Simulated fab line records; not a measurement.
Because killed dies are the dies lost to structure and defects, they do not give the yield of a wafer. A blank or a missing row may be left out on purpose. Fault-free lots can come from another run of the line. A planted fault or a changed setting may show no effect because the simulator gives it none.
Which tool is to blame?    flow sky130    36 wafers sampled from 12 lots at 1 step of a route of 708

WHAT THE GAUGES SHOWED, per wafer
SKY_FIELD_ISO_THK_MEAS_04.
lot   measured     on            FIELD_ISO_CVD_03_THK (nm)
L075  day 1 19:25  filmMetro-03  166.2 165.1 166.2
L077  day 2 07:02  filmMetro-04  166.4 164.5 165.7
L079  day 2 15:29  filmMetro-04  164.7 166.3 166.4
L081  day 3 00:29  filmMetro-03  162.3 164.2 162.0
L083  day 3 10:29  filmMetro-02  164.3 163.6 164.1
L085  day 3 20:29  filmMetro-03  163.1 162.0 162.2
L087  day 4 06:52  filmMetro-03  166.0 166.1 166.5
L089  day 4 17:46  filmMetro-02  165.3 163.2 164.0
L091  day 5 02:29  filmMetro-02  165.6 165.9 166.1
L093  day 5 13:55  filmMetro-03  164.9 166.3 166.0
L095  day 5 22:29  filmMetro-02  166.6 166.4 167.0
L097  day 6 08:42  filmMetro-04  164.0 164.6 164.5

WHAT TOOL EACH LOT RAN ON (gives the tool, then ch and the chambers of the sampled wafers, and finally the start)
The record shows no process step preceding these readings.

THE ANSWER, worked out from the rows above alone
Rule: usual is defined by the lots themselves. Put in order of their means at a reading, lots are off if they are a third of the lots or fewer, leave a main group of 4 or more, and stand apart from it by a gap of 3 or more times the standard deviation of the main group's means; of several such gaps the widest counts. A main group is skipped when, at the precision printed for the reading in the tables above, its means are all equal. A lot without any number at a reading at which 4 lots or more have one is off too. Any other lot the step has rows for is counted as sound.
Across all readings shown, no lot is off: no conclusion can be drawn from this.

WHAT HAD BEEN PUT IN BY THE SIMULATOR
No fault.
